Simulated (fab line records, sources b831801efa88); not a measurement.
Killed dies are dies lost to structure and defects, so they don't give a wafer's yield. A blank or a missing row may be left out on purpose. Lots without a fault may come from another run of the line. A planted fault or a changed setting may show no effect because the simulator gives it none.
Which tool did it? | flow sky130 | 7 lots, 21 wafers sampled, at 2 steps of a route of 708

WHAT THE GAUGES READ, wafer by wafer
SKY_NWELL_TW_MEAS_15.
lot  | measured    | on            | NWELL_TW
L769 | day 4 19:58 | film_metro-01 | 1796 1799 1799
L771 | day 5 08:19 | film_metro-01 | 1776 1791 1785
L773 | day 5 17:29 | film_metro-04 | 1805 1806 1804
L775 | day 6 03:14 | film_metro-02 | 1819 1830 1824
L779 | day 7 04:13 | film_metro-01 | 1775 1779 1789
L781 | day 7 20:49 | film_metro-04 | 2797 2775 2789
L783 | day 8 14:54 | film_metro-02 | 2787 2785 2781

WHICH TOOL RAN EACH LOT (tool, then ch and the chambers of the sampled wafers, then the start)
lot  | SKY_NWELL_IMPLANT_11
L769 | implanter-03 ch 0, day 4 19:25
L771 | implanter-04 ch 0, day 5 07:47
L773 | implanter-04 ch 0, day 5 16:56
L775 | implanter-01 ch 0, day 6 02:34
L779 | implanter-01 ch 0, day 7 03:40
L781 | implanter-03 ch 0, day 7 20:17
L783 | implanter-01 ch 0, day 8 14:23
- SKY_NWELL_IMPLANT_11

THE ANSWER, worked out from the rows above alone
Rule: what is usual is taken from the lots themselves. Put in order of their means at a reading, lots are off if they are a third of the lots or fewer, leave a main group of 4 or more, and stand apart from it by a gap of 3 or more times the standard deviation of the main group's means; of several such gaps the widest counts. A main group whose means are all the same, to the digits that the tables above print for the reading, isn't used. A lot without any number at a reading at which 4 lots or more have one is off too. The other lots that the step has rows for count as sound.
Off: L781, L783, at SKY_NWELL_TW_MEAS_15 (NWELL_TW). The main group: mean 1798, standard deviation 16.
A tool fits if, at a process step before that reading, it ran every lot that is off, and no sound lot after the first of them. The gauges at SKY_NWELL_TW_MEAS_15 are tried like those tools. None of those tried fits.

WHAT THE SIMULATOR HAD PUT IN
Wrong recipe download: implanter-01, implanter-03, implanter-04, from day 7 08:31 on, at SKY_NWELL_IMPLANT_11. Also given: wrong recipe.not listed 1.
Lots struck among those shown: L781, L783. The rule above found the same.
